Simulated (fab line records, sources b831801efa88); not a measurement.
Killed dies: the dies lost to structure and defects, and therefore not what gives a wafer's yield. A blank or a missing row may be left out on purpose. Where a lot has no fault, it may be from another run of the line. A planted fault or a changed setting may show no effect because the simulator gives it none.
Comparing a struck lot with a sound one    flow sky130    34 out of 708 route steps
Sound: wafers L628.1, L628.5, L628.6. Struck: wafer L635.1. (L635.3, L635.4 of the same lot were not struck and are left out.) The cause comes at the end.
For every step that has rows: the tool of each side, followed by ch and its chambers, followed by its first start. Under that, the readings that differ: sound wafers    struck wafers    difference of the means    sigmas: that difference in standard deviations of wafers without a fault.
alike: same words and numbers on both sides, and readings whose means sit less than 2 such deviations apart. not compared: any withheld reading, any reading some wafer has no value for, any bound like >300 that may hide the same value, and any number with overlapping values for which the record gives no deviation.
The two part at a step that has a row with sigmas, a row that says differs or no value, or rows on one side only. Numbers that have no deviation but don't overlap get no sigmas and don't part them. A reading missing from all wafers of one side parts the sides only when that side holds two or more wafers.

first, 4 steps without rows for these wafers: SKY_METAL5_SOFTBAKE_10 (time 60 s); SKY_METAL5_EXPOSE_11 (exposes mask MM5, target cd 1600 nm); SKY_METAL5_PEB_12; SKY_METAL5_DEVELOP_13 (develop time 60 s).
SKY_METAL5_DESCUM_14: chemistry O2, time 11 s.
  sound on rie-metal-03 ch 0,1, day 43 16:40; struck on rie-metal-03 ch 0, day 46 15:27
  alike: drypump-motor-current-A, oes-product-au
  not compared: rf-hours-counter-h
SKY_METAL5_METAL_ETCH_15: etches the open film in Cl2/BCl3, stops on SiO2, target depth 1260 nm, time 252 s.
  sound on rie-metal-03 ch 0,1, day 43 16:42; struck on rie-metal-03 ch 0, day 46 15:29
  alike: drypump-motor-current-A, oes-product-au, throttle-valve-pct
  not compared: rf-hours-counter-h
SKY_METAL5_STRIP_16: strips in O2/N2.
  sound on plasma-asher-04 ch 0,1, day 43 16:56; struck on plasma-asher-04 ch 1, day 46 15:43
  alike: drypump-motor-current-A, oes-product-au, strip-time-to-endpoint-s
  not compared: rf-hours-counter-h
then, 4 steps without rows for these wafers: SKY_METAL5_STRIP_17 (strips in post etch residue remover, time 1200 s); SKY_METAL5_CLEAN_18 (cleans in IPA, time 180 s); SKY_METAL5_CLEAN_19 (cleans in O3/DIW); SKY_PASSIVATION_CVD_00 (deposits SiO2, target thk 90 nm).
SKY_PASSIVATION_THK_MEAS_01:
  sound: film-metro-02 at day 43 17:35; struck: film-metro-04 at day 46 16:20
  alike: PASSIVATION_CVD_00_THK
SKY_PASSIVATION_CVD_02: deposits Si3N4, target thk 540 nm.
  sound on pecvd-04 ch 1,2, day 43 17:39; struck on pecvd-03 ch 1, day 46 16:24
reading                                        sound            struck  difference  sigmas
model.Si3N4_of_PASSIVATION_CVD_02.thk-nm (nm)  534 541.5 538.3  456.9   -81.0       
  alike: heater-power-outer-w, heater-power-w
  not compared: susceptor-temp-C
SKY_PASSIVATION_THK_MEAS_03:
  sound: film-metro-02 at day 43 17:53; struck: film-metro-03 at day 46 16:51
reading                      sound        struck  difference  sigmas
PASSIVATION_CVD_02_THK (nm)  534 542 538  457     -81         -12
  not compared: hold
then, 6 steps without rows for these wafers: SKY_PASSIVATION_HMDS_05 (prime time 60 s); SKY_PASSIVATION_COAT_06 (resist thk 3000 nm); SKY_PASSIVATION_SOFTBAKE_07; SKY_PASSIVATION_EXPOSE_08 (exposes mask NSM, target cd 3000 nm); SKY_PASSIVATION_PEB_09; SKY_PASSIVATION_DEVELOP_10 (develop time 60 s).
SKY_PASSIVATION_ETCH_11: etches the open film in CF4/O2, stops on AlCu, target depth 725 nm, time 161.1 s.
  sound on rie-diel-02 ch 0,3, day 44 15:58; struck on rie-diel-04 ch 0, day 47 11:42
reading                                  sound              struck  difference  sigmas
oes-product-au (a.u.)                    0.977 0.981 0.985  0.909   -0.072      -11
model.PASSIVATION.feature-depth-nm (nm)  699.3 708.2 704    620.9   -82.9       
model.etch.depth-nm (nm)                 699.3 708.2 704    620.9   -82.9       
  alike: drypump-motor-current-A, throttle-valve-pct
  not compared: rf-hours-counter-h
SKY_PASSIVATION_STRIP_12: strips in O2/N2.
  sound on plasma-asher-03 ch 0,1, day 44 16:05; struck on plasma-asher-04 ch 0, day 47 11:49
  alike: drypump-motor-current-A, oes-product-au, strip-time-to-endpoint-s
  not compared: rf-hours-counter-h
then, 7 steps without rows for these wafers: SKY_PAD_OPEN_DEHYDRATE_00 (time 60 s); SKY_PAD_OPEN_HMDS_01 (prime time 60 s); SKY_PAD_OPEN_COAT_02 (resist thk 3000 nm); SKY_PAD_OPEN_SOFTBAKE_03; SKY_PAD_OPEN_EXPOSE_04 (exposes mask PDM, target cd 60000 nm); SKY_PAD_OPEN_PEB_05; SKY_PAD_OPEN_DEVELOP_06 (develop time 60 s).
SKY_PAD_OPEN_ETCH_07: etches the open film in CF4/O2, stops on AlCu, target depth 725 nm, time 161.1 s.
  sound on rie-diel-04 ch 1,2, day 45 13:28; struck on rie-diel-02 ch 0, day 48 06:31
reading                               sound              struck  difference  sigmas
oes-product-au (a.u.)                 0.974 0.982 0.978  0.916   -0.062      -8
throttle-valve-pct (%)                5.966 5.981 5.956  5.937   -0.031      -3
model.etch.depth-nm (nm)              699.3 708.2 704    620.9   -82.9       
model.PAD_OPEN.feature-depth-nm (nm)  699.3 708.2 704    620.9   -82.9       
  alike: drypump-motor-current-A
  not compared: rf-hours-counter-h
SKY_PAD_OPEN_STRIP_08: strips in O2/N2.
  sound on plasma-asher-02 ch 0,1, day 45 13:34; struck on plasma-asher-02 ch 0, day 48 06:38
  alike: drypump-motor-current-A, oes-product-au
  not compared: rf-hours-counter-h
SKY_PAD_OPEN_STRIP_09: strips in post etch residue remover, time 1200 s.
  sound on wet-bench-04 ch 2, day 45 13:40; struck on wet-bench-04 ch 0, day 48 06:44
reading                                        sound              struck  difference  sigmas
model.Si3N4_of_PASSIVATION_CVD_02.thk-nm (nm)  533.6 541.1 537.9  456.5   -81.0       
then, 2 steps without rows for these wafers: SKY_PAD_OPEN_CLEAN_10 (cleans in IPA, time 180 s); SKY_PAD_OPEN_PROBE_99.

== WHERE THEY PART ==
Last at SKY_PAD_OPEN_ETCH_07 as far as this record goes, first at SKY_PASSIVATION_THK_MEAS_03. Later steps at which nothing parts them and some readings are alike: SKY_PAD_OPEN_STRIP_08.

WHY: the cause the simulator had injected
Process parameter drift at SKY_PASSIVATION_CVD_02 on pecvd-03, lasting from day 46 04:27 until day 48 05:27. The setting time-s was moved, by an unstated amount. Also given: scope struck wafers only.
